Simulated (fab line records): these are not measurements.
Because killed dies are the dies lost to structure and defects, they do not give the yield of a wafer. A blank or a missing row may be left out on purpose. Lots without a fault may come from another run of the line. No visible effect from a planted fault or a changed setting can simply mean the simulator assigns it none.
8D (eight disciplines) problem report, filled in by code	flow sky130	the parts of the form that need people (team, actions taken, sign-off) are left out

1. PROBLEM STATEMENT
SPACER_CVD_00_THK at SKY_SPACER_THK_MEAS_01 reads a mean of 75.1 nm on 3 wafers of 1 lot; wafers without a fault read 42.9 nm with a standard deviation of 0.39. That is +83 standard deviations from the usual mean.
First seen on wafer L811.3, day 27 09:29, on film_metro-04. The record has a number at this step for 36 wafers belonging to 12 lots. Rule for "out" (also "out of limits"): further than 4 standard deviations from the usual mean. The rest of the wafers with a number are treated as sound.

2. WHAT IT IS; WHAT IT IS NOT
question	is	is not
which readings at this step	SPACER_CVD_00_THK	-
which lots	L811	L800, L801, L802, L803, L806, L808, L819, L820, L821, L822, L823
which wafers of those lots	all that have a number	-
read on which gauges	film_metro-04	film_metro-01, film_metro-02
when	from day 27 09:29	up to then (18 sound wafers); but 15 sound wafers of L819, L820, L821, L822, L823 came after

3. SUSPECTS, AND WHAT RULES EACH OUT
Counting: a tool stays on the suspect list if, at a process step up to the reading, it processed all lots that are out and no sound lot following the first of them.
- the gauge at SKY_SPACER_THK_MEAS_01: ruled out. All the wafers that are out were read on film_metro-04, but those of them that SKY_SPACER_CVD_00 has rows for are out there too, on other tools.
- lpcvd-02 at SKY_SPACER_CVD_00 (deposits Si3N4 from DCS/NH3, target thk 43.1 nm, time 740 s): ruled out as a lasting fault. After its first lot that is out, L811 (day 27 08:15), sound lots L819, L821, L820, L822, L823 ran on it.
Left after counting: nothing in the record.

4. THE CAUSE (what the simulator had put in)
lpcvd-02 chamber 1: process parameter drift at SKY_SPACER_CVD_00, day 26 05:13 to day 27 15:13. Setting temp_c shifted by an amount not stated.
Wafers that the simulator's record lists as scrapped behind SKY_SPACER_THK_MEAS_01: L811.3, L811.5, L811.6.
Counting ruled it out, wrongly: the rule takes a fault to strike every lot that its tool runs from its start on, and this one did not.

5. THE CHAIN OF EFFECTS, in route order
Each row: a reading where the mean over the struck wafers with a number is more than 3 standard deviations away from the usual. Readings are gone through only where the record gives a usual standard deviation; hours: the median, over the lots, of the time from a lot's start at the first step in this table giving one to that lot's start at this step; sigmas: the change measured in usual standard deviations.
hours	step	reading	usual	on struck wafers	change	sigmas
0	SKY_SPACER_CVD_00	spike_tc_bottom_C	787.8 C	840.7	+52.9	+48
0	SKY_SPACER_CVD_00	spike_tc_centre_C	771.3 C	824.2	+52.9	+55
0	SKY_SPACER_CVD_00	spike_tc_lower_C	770.4 C	824.1	+53.7	+45
0	SKY_SPACER_CVD_00	spike_tc_top_C	782 C	838	+56	+16
0	SKY_SPACER_CVD_00	spike_tc_upper_C	769.0 C	823.2	+54.2	+34
0	SKY_SPACER_CVD_00	susceptor_temp_C	770.0 C	823.1	+53.1	+99 or more
0	SKY_SPACER_CVD_00	zone_power_bottom_pct	18.9 %	22.1	+3.2	+6.2
0	SKY_SPACER_CVD_00	zone_power_centre_pct	13.0 %	14.4	+1.4	+4.2
0	SKY_SPACER_CVD_00	zone_power_lower_pct	13.89 %	15.80	+1.91	+15
0	SKY_SPACER_CVD_00	zone_power_upper_pct	13.6 %	15.2	+1.6	+4.5
1	SKY_SPACER_THK_MEAS_01	SPACER_CVD_00_THK	42.9 nm	75.1	+32.2	+83
It contains these process steps:
- SKY_SPACER_CVD_00: deposits Si3N4 from DCS/NH3, target thk 43.1 nm, time 740 s.

6. HOW IT WOULD HAVE BEEN CAUGHT EARLIER
In this record the first reading out of limits at a measuring or inspecting step was taken at day 27 09:29, 28 hours after the fault began at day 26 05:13.
The tool's own readings at SKY_SPACER_CVD_00 were out on every struck wafer that the step has a row for (spike_tc_bottom_C, spike_tc_centre_C, spike_tc_lower_C, spike_tc_top_C, spike_tc_upper_C, susceptor_temp_C, zone_power_bottom_pct, zone_power_centre_pct, zone_power_lower_pct, zone_power_upper_pct): an alarm limit on them would have fired on the first of those.
